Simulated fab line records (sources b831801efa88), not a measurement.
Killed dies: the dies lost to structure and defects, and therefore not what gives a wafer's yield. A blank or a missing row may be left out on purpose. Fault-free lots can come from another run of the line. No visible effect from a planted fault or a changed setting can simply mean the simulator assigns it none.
Matching of chambers || flow gf180mcu || GF_V3_CMP_04 on cmp-02: 4 sister chambers
The step polishes SiO2. 4 wafers are shown with their chamber, then 12 later ones without.

== EACH WAFER AND ITS CHAMBER ==
{"wafer": "L080.5", "chamber": 3, "motorCurrentA (A)": 13.8}
{"wafer": "L084.2", "chamber": 0, "motorCurrentA (A)": 13.8}
{"wafer": "L088.5", "chamber": 1, "motorCurrentA (A)": 11.7}
{"wafer": "L088.6", "chamber": 2, "motorCurrentA (A)": 12.5}

== WAFERS WITHOUT THEIR CHAMBER ==
{"wafer": "L090.2", "motorCurrentA (A)": 13.6}
{"wafer": "L090.3", "motorCurrentA (A)": 10.8}
{"wafer": "L090.5", "motorCurrentA (A)": 11.3}
{"wafer": "L091.1", "motorCurrentA (A)": 11.0}
{"wafer": "L091.2", "motorCurrentA (A)": 13.1}
{"wafer": "L091.4", "motorCurrentA (A)": 12.7}
{"wafer": "L094.2", "motorCurrentA (A)": 12.2}
{"wafer": "L094.3", "motorCurrentA (A)": 13.8}
{"wafer": "L094.4", "motorCurrentA (A)": 11.7}
{"wafer": "L097.3", "motorCurrentA (A)": 13.9}
{"wafer": "L097.4", "motorCurrentA (A)": 10.8}
{"wafer": "L097.5", "motorCurrentA (A)": 12.0}

== EACH ONE'S CHAMBER ==
{"wafer": "L090.2", "from the rows above": "can't be placed: 0 or 3 or 2", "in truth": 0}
{"wafer": "L090.3", "from the rows above": "can't be placed: 1 or 2", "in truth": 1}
{"wafer": "L090.5", "from the rows above": "can't be placed: 1 or 2", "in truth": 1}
{"wafer": "L091.1", "from the rows above": "can't be placed: 1 or 2", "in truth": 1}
{"wafer": "L091.2", "from the rows above": "can't be placed: 2 or 0 or 3 or 1", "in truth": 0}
{"wafer": "L091.4", "from the rows above": "can't be placed: 2 or 1 or 0 or 3", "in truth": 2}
{"wafer": "L094.2", "from the rows above": "can't be placed: 2 or 1", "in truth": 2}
{"wafer": "L094.3", "from the rows above": "can't be placed: 0 or 3", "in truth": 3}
{"wafer": "L094.4", "from the rows above": "can't be placed: 1 or 2", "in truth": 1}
{"wafer": "L097.3", "from the rows above": "can't be placed: 0 or 3", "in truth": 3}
{"wafer": "L097.4", "from the rows above": "can't be placed: 1 or 2", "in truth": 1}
{"wafer": "L097.5", "from the rows above": "can't be placed: 1 or 2", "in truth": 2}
0 of 12 placed correctly. Not placeable from these rows: 12 (in 12, the candidates include the true chamber). Wrongly placed: 0.
How it was worked out, from the rows above alone: a wafer's distance from a chamber is the root of the sum, over the readings, of the square of ((its reading less the chamber's mean) divided by the reading's scatter). The wafer belongs to the nearest chamber; if the next one is less than 2 further off, it can't be placed. Each chamber's mean is taken over the wafers shown for it. The scatter (one wafer shown for each chamber): square how far every hidden wafer sits from the nearest shown wafer, average those squares and take the square root.
